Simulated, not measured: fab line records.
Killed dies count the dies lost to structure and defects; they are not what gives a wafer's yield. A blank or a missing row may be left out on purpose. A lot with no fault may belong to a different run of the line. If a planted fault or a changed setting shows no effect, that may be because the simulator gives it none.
Code-filled problem report in 8D (eight disciplines) form -- flow sfq-line -- the parts of the form that need people (team, actions taken, sign-off) are left out

1. WHAT WENT WRONG
Wafers without a fault read 182.0 W, standard deviation 0.63; rf-fwd-power-W at SFQ_TRILAYER_I1_DEP_PECVD_045 reads a mean of 152.4 W on 6 wafers belonging to 2 lots. That is -47 standard deviations from the usual mean.
The step: deposits SiO2 from SiH4/N2O, time 111.11 s, target thk 500 nm.
First seen on wafer L518.1, day 15 05:37, on pecvd-04. The record holds 18 wafers of 6 lots with a number at this step. The rule behind "out" and "out of limits": a value lying over 4 standard deviations away from the usual mean. All remaining wafers that have a number are taken as sound.

2. WHAT IT IS; WHAT IT IS NOT
question,is,is not
which readings at this step,rf-fwd-power-W,"heater-power-outer-w, heater-power-w, throttle-valve-pct"
which lots,"L518, L519","L506, L507, L520, L525"
which wafers of those lots,all that have a number,-
read on which tools,pecvd-04,"pecvd-01, pecvd-03"
when,from day 15 05:37,"up to then (6 sound wafers); but 6 sound wafers of L520, L525 came after"

3. WHAT RULES OUT EACH SUSPECT
Counting: a tool stays on the suspect list if, at a process step up to the reading, it processed all lots that are out and no sound lot following the first of them.
- pecvd-04 at SFQ_TRILAYER_I1_DEP_PECVD_045 (deposits SiO2 from SiH4/N2O, time 111.11 s, target thk 500 nm): kept. It processed each lot that is out, first L518 at day 15 05:37, and no sound lot thereafter; up to then, the last sound lot it processed was L506 at day 11 10:07. Out on those wafers are its own readings of rf-fwd-power-W.
The count leaves pecvd-04 at SFQ_TRILAYER_I1_DEP_PECVD_045.

4. THE CAUSE (what the simulator had put in)
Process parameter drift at SFQ_TRILAYER_I1_DEP_PECVD_045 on pecvd-04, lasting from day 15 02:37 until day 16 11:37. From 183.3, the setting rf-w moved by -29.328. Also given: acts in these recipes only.
Only this tool survived the counting.

5. SEQUENCE OF EFFECTS, ordered by route
One row per reading whose mean, taken over the struck wafers that have a number, lies over 3 standard deviations from the usual. Only readings whose record carries a usual standard deviation are examined. hours: median over the lots of the time between each lot's start at the first step of this table that gives one and its start at this step. sigmas: the change, counted in usual standard deviations.
hours,step,reading,usual,on struck wafers,change,sigmas
0,SFQ_TRILAYER_I1_DEP_PECVD_045,rf-fwd-power-W,182.0 W,152.4,-29.6,-47
Here are the process steps it includes:
- SFQ_TRILAYER_I1_DEP_PECVD_045: deposits SiO2 from SiH4/N2O, time 111.11 s, target thk 500 nm.

6. HOW IT WOULD HAVE BEEN CAUGHT EARLIER
In this record the first reading out of limits was taken at day 15 05:37, 3 hours after the fault began at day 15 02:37.
